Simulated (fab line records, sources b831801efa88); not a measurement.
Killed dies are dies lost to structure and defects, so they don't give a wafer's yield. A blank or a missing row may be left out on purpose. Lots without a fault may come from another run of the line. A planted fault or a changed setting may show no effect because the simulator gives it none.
Which tool did it? | flow sky130 | 15 lots, 45 wafers sampled, at 3 steps of a route of 708

WHAT THE GAUGES READ, wafer by wafer
SKY_FIELD_ISO_THK_MEAS_23.
lot  | measured    | on            | FIELD_ISO_OXIDATION_01_THK (nm)
L190 | day 2 08:07 | film_metro-02 | 9.93 9.75 9.74
L192 | day 2 22:07 | film_metro-02 | 10.18 9.89 9.93
L193 | day 3 06:35 | film_metro-03 | 10.09 9.86 9.80
L194 | day 3 14:47 | film_metro-02 | 10.19 9.95 10.03
L197 | day 4 02:13 | film_metro-03 | 10.32 10.26 10.10
L198 | day 4 02:13 | film_metro-02 | 10.04 10.14 10.06
L200 | day 4 14:37 | film_metro-03 | 9.87 9.91 9.96
L203 | day 5 06:49 | film_metro-03 | 10.12 10.27 10.09
L205 | day 5 18:05 | film_metro-04 | 10.35 10.31 10.43
L206 | day 5 18:08 | film_metro-03 | 10.18 10.14 10.27
L209 | day 6 16:12 | film_metro-02 | 10.02 9.93 10.00
L210 | day 6 22:23 | film_metro-02 | 9.86 9.66 9.89
L212 | day 7 02:25 | film_metro-02 | 10.34 10.30 10.16
L211 | day 7 02:26 | film_metro-04 | 10.22 10.05 10.18
L213 | day 7 10:51 | film_metro-02 | 10.25 10.46 10.13

SKY_NWELL_TW_MEAS_26.
lot  | measured     | on            | NWELL_2_TW
L190 | day 5 04:23  | film_metro-03 | 499.4 494.4 496.9
L192 | day 6 02:59  | film_metro-01 | 497.4 497.5 493.9
L193 | day 6 12:31  | film_metro-01 | 494.8 494.3 494.5
L194 | day 7 08:43  | film_metro-04 | 497.2 497.2 495.8
L197 | day 7 18:47  | film_metro-03 | 496.8 496.7 498.8
L198 | day 7 18:29  | film_metro-03 | 500.5 499.4 501.5
L200 | day 7 21:44  | film_metro-04 | 495.7 498.7 496.8
L203 | day 8 18:50  | film_metro-01 | 497.3 496.8 496.4
L205 | day 9 17:43  | film_metro-03 | 494.6 497.5 496.7
L206 | day 9 18:22  | film_metro-01 | 495.2 494.6 496.0
L209 | day 10 15:29 | film_metro-03 | 495.9 496.4 496.2
L210 | day 10 15:38 | film_metro-01 | 495.8 495.3 493.4
L212 | day 10 23:44 | film_metro-01 | 493.7 495.8 491.8
L211 | day 10 21:21 | film_metro-03 | 499.4 499.1 498.1
L213 | day 11 06:55 | film_metro-04 | 493.7 495.0 494.8

SKY_NWELL_RS_MEAS_31: measures by four-point-probe.
lot  | measured     | on            | PWDE_RS (ohm/sq)
L190 | day 5 04:50  | film_metro-04 | 5268 5277 5285
L192 | day 6 03:26  | film_metro-03 | 5311 5287 5316
L193 | day 6 12:59  | film_metro-04 | 5317 5292 5305
L194 | day 7 09:10  | film_metro-03 | 5309 5299 5284
L197 | day 7 19:14  | film_metro-03 | 5289 5298 5279
L198 | day 7 19:00  | film_metro-04 | 5294 5288 5284
L200 | day 7 22:11  | film_metro-04 | 5262 5294 5279
L203 | day 8 19:18  | film_metro-03 | 5288 5294 5287
L205 | day 9 18:10  | film_metro-04 | 5280 5288 5285
L206 | day 9 18:49  | film_metro-04 | 5273 5298 5293
L209 | day 10 15:57 | film_metro-03 | 5271 5258 5257
L210 | day 10 16:05 | film_metro-01 | 5286 5298 5293
L212 | day 11 00:11 | film_metro-01 | 5264 5263 5277
L211 | day 10 21:50 | film_metro-01 | 5272 5283 5288
L213 | day 11 07:23 | film_metro-03 | 5267 5283 5287

WHICH TOOL RAN EACH LOT (tool, then ch and the chambers of the sampled wafers, then the start)
The record holds no process step before these readings.

WHAT THE TOOLS THEMSELVES READ (means of the sampled wafers that have a number; where no wafer has one, the mark that the record gives instead)
The record holds no such reading with a usual standard deviation.

THE ANSWER, worked out from the rows above alone
Rule: what is usual is taken from the lots themselves. Put in order of their means at a reading, lots are off if they are a third of the lots or fewer, leave a main group of 4 or more, and stand apart from it by a gap of 3 or more times the standard deviation of the main group's means; of several such gaps the widest counts. A main group whose means are all the same, to the digits that the tables above print for the reading, isn't used. A lot without any number at a reading at which 4 lots or more have one is off too. The other lots that the step has rows for count as sound. The gauges are gone through in route order, then the tools' own readings, and for those a lot's mean is taken as printed above. The first step at which some lot is off is used, and at that step the reading that is off furthest; a lot without a number counts as furthest.
No lot is off at any reading shown: from this, nothing can be told.

WHAT THE SIMULATOR HAD PUT IN
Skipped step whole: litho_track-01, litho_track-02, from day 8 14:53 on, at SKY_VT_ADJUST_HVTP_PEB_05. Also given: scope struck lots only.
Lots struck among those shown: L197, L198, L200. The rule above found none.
